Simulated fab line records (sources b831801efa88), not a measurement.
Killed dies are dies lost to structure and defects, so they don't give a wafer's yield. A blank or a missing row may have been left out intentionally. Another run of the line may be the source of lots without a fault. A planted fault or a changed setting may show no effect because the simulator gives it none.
Chamber matching :: flow sky130 :: SKY_CONTACT_CMP_04 on cmp-01: 4 sister chambers
The step polishes SiO2. 14 wafers are shown with their chamber, then 7 later ones without.

## WAFERS, EACH WITH ITS CHAMBER
wafer: L626.1
chamber: 3
motor_current_A (A): 12.1
time_to_endpoint_s (s): 80

wafer: L626.4
chamber: 2
motor_current_A (A): 11.0
time_to_endpoint_s (s): 80

wafer: L626.6
chamber: 3
motor_current_A (A): 12.1
time_to_endpoint_s (s): 82

wafer: L627.1
chamber: 1
motor_current_A (A): 12.5
time_to_endpoint_s (s): 77

wafer: L627.3
chamber: 3
motor_current_A (A): 12.1
time_to_endpoint_s (s): 80

wafer: L627.5
chamber: 0
motor_current_A (A): 10.8
time_to_endpoint_s (s): 80

wafer: L628.3
chamber: 3
motor_current_A (A): 12.2
time_to_endpoint_s (s): 82

wafer: L628.4
chamber: 0
motor_current_A (A): 10.6
time_to_endpoint_s (s): 81

wafer: L628.6
chamber: 2
motor_current_A (A): 11.4
time_to_endpoint_s (s): 77

wafer: L629.1
chamber: 0
motor_current_A (A): 11.8
time_to_endpoint_s (s): 77

wafer: L629.5
chamber: 1
motor_current_A (A): 12.3
time_to_endpoint_s (s): 78

wafer: L629.6
chamber: 2
motor_current_A (A): 11.4
time_to_endpoint_s (s): 84

wafer: L630.2
chamber: 3
motor_current_A (A): 12.0
time_to_endpoint_s (s): 84

wafer: L630.3
chamber: 1
motor_current_A (A): 11.7
time_to_endpoint_s (s): 79

SIGNATURES (averages over the wafers above)
reading: motor_current_A
chamber 0: 11.067
chamber 1: 12.167
chamber 2: 11.267
chamber 3: 12.100
scatter within a chamber: 0.361

reading: time_to_endpoint_s
chamber 0: 79.33
chamber 1: 78.00
chamber 2: 80.33
chamber 3: 81.60
scatter within a chamber: 2.16
Rule: for each reading, subtract the chamber's mean from the wafer's reading, divide by that reading's scatter and square the result; add these up over the readings and take the root, which gives the wafer's distance from the chamber. If the next closest chamber is less than 2 further off than the closest, the wafer can't be placed; otherwise it belongs to the closest. The scatter is the square root of a quotient: the sum, over the shown wafers, of each reading's squared deviation from its chamber's mean, divided by wafers minus chambers.

## WAFERS WITH NO CHAMBER GIVEN
wafer: L630.6
motor_current_A (A): 11.2
time_to_endpoint_s (s): 81

wafer: L633.2
motor_current_A (A): 10.7
time_to_endpoint_s (s): 83

wafer: L633.5
motor_current_A (A): 11.2
time_to_endpoint_s (s): 79

wafer: L633.6
motor_current_A (A): 12.4
time_to_endpoint_s (s): 79

wafer: L644.1
motor_current_A (A): 12.1
time_to_endpoint_s (s): 81

wafer: L644.2
motor_current_A (A): 11.5
time_to_endpoint_s (s): 82

wafer: L644.6
motor_current_A (A): 12.1
time_to_endpoint_s (s): 83

## WHICH CHAMBER EACH WENT THROUGH
wafer: L630.6
from the rows above: can't be placed: 2 or 0
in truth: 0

wafer: L633.2
from the rows above: can't be placed: 0 or 2 or 3
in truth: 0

wafer: L633.5
from the rows above: can't be placed: 0 or 2
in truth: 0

wafer: L633.6
from the rows above: can't be placed: 1 or 3
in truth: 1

wafer: L644.1
from the rows above: can't be placed: 3 or 1
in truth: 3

wafer: L644.2
from the rows above: can't be placed: 2 or 3 or 0 or 1
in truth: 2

wafer: L644.6
from the rows above: can't be placed: 3 or 1 or 2
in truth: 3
Correctly placed: 0 of 7. Not placeable from these rows: 7 (in 7, the candidates include the true chamber). Placed wrongly: 0.
